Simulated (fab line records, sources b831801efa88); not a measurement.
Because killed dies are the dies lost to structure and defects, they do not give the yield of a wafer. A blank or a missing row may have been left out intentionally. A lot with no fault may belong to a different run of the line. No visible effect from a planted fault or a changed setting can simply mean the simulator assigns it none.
Problem report, 8D (eight disciplines) form, completed by code :: flow sky130 :: the parts of the form that need people (team, actions taken, sign-off) are left out

1. THE ISSUE
Wafers without a fault read 7e+11, standard deviation 8.2e+08; dose ions cm2 at SKY_NWELL_IMPLANT_13 reads a mean of 6e+11 on 6 wafers belonging to 2 lots. So: -99 or more standard deviations from the usual mean.
First observed at day 8 19:12: wafer L274.1, on implanter-04. At this step, 39 wafers from 13 lots have a number in the record. Rule for "out", or "out of limits": more than 4 standard deviations from the usual mean. All remaining wafers that have a number are taken as sound.

2. WHAT IT IS AND WHAT IT IS NOT
question: which readings at this step
is: dose ions cm2, faraday current uA
is not: -

question: which lots
is: L274, L275
is not: L258, L259, L261, L262, L263, L264, L265, L267, L270, L278, L279

question: which wafers of those lots
is: all that have a number
is not: -

question: read on which tools
is: implanter-04
is not: implanter-01, implanter-02

question: when
is: from day 8 19:12
is not: up to then (27 sound wafers); but 6 sound wafers of L278, L279 came after

3. WHAT RULES OUT EACH SUSPECT
Counting: a tool at any process step up to the reading remains a suspect when it ran all the lots that are out and ran no sound lot after the first of those.
- implanter-04 at SKY_NWELL_IMPLANT_13: kept. Every lot that is out went through it, starting with L274 (day 8 19:12), and after that it ran no sound lot; the last sound lot it ran before then is L267 (day 7 00:27). Its own readings are out on those wafers: dose ions cm2, faraday current uA.
Remaining after the count: implanter-04 at SKY_NWELL_IMPLANT_13.

4. THE CAUSE (what the simulator had put in)
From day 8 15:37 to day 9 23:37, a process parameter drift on implanter-04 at SKY_NWELL_IMPLANT_13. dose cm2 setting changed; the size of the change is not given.
Counting left only this tool.

5. SEQUENCE OF EFFECTS, ordered by route
Each row: a reading where the mean over the struck wafers with a number is more than 3 standard deviations away from the usual. Only readings for which the record gives a usual standard deviation are gone through. hours: the time from each lot's start at the first step in this table that gives one to its start at this step, as a median over the lots. sigmas: the change in usual standard deviations.
hours: 0
step: SKY_NWELL_IMPLANT_13
reading: dose ions cm2
usual: 7e+11
on struck wafers: 6e+11
change: -9e+10
sigmas: -99 or more

hours: 0
step: SKY_NWELL_IMPLANT_13
reading: faraday current uA
usual: 3.95
on struck wafers: 3.45
change: -0.50
sigmas: -7.2
Here are the process steps it includes:
- SKY_NWELL_IMPLANT_13
Later steps that measure or inspect, where all struck wafers having a row at the step show a number for every such reading and not one has moved that far: SKY_LOCAL_INTERCONNECT_THK_MEAS_02, SKY_LOCAL_INTERCONNECT_CD_MEAS_11.

6. HOW IT WOULD HAVE BEEN CAUGHT EARLIER
In this record the first reading out of limits was taken at day 8 19:12, 4 hours after the fault began at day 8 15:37.
